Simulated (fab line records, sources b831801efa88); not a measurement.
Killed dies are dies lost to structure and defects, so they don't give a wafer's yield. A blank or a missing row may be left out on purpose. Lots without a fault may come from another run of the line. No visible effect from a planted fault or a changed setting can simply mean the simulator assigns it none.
Which tool did it?	flow gf180mcu	6 lots with 18 wafers sampled at 3 steps, on a route of 602 steps

## WHAT THE GAUGES SHOWED, per wafer
GF_PSD_RS_MEAS_14: uses a four-point probe to measure.
lot	measured	on	NSD_RS (ohm/sq)
L397	day 14 18:02	filmMetro-04	46.11 46.28 46.00
L400	day 15 21:02	filmMetro-04	46.05 46.15 46.10
L407	day 18 09:16	filmMetro-04	45.72 45.79 45.76
L412	day 20 04:20	filmMetro-04	46.12 46.12 46.25
L414	day 20 18:55	filmMetro-02	46.12 45.93 46.11
L417	day 21 16:34	filmMetro-02	46.23 46.20 46.20

## WHAT TOOL EACH LOT RAN ON (gives the tool, then ch and the chambers of the sampled wafers, and finally the start)
lot	GF_NSD_IMPLANT_09	GF_NSD_STRIP_11
L397	implanter-03 ch 0, day 13 20:11	plasmaAsher-01 ch 0,1, day 13 20:28
L400	implanter-03 ch 0, day 14 23:05	plasmaAsher-02 ch 0,1, day 14 23:23
L407	implanter-03 ch 0, day 17 09:26	plasmaAsher-01 ch 0,1, day 17 09:43
L412	implanter-02 ch 0, day 19 02:59	plasmaAsher-03 ch 0,1, day 19 03:17
L414	implanter-04 ch 0, day 19 17:32	plasmaAsher-02 ch 0,1, day 19 17:50
L417	implanter-04 ch 0, day 20 15:29	plasmaAsher-02 ch 0,1, day 20 15:45
- GF_NSD_IMPLANT_09
- GF_NSD_STRIP_11: strips in O2/N2.

## THE ANSWER, worked out from the rows above alone
Rule: what is usual is taken from the lots themselves. The widest of any qualifying gaps counts: lots, ordered by their means at a reading, are off when they make up no more than a third of the lots, leave a main group of 4 or more, and stand apart from it by 3 or more times the standard deviation of that group's means. The tables above print the reading to a certain number of digits; a main group whose means all agree to those digits is not used. Also off: a lot with no number at a reading for which 4 or more lots have one. Where the step has rows for the other lots, those lots are counted as sound.
Off: L407, at GF_PSD_RS_MEAS_14 (NSD_RS). For the main group the mean is 46.13 ohm/sq and the standard deviation 0.053.
A tool fits if, at a process step before that reading, it ran every lot that is off, and no sound lot after the first of them. The gauges at GF_PSD_RS_MEAS_14 are tried like those tools. This does not decide it: 2 tools fit, namely implanter-03 at GF_NSD_IMPLANT_09 and plasmaAsher-01 at GF_NSD_STRIP_11.

## WHAT THE SIMULATOR PUT IN
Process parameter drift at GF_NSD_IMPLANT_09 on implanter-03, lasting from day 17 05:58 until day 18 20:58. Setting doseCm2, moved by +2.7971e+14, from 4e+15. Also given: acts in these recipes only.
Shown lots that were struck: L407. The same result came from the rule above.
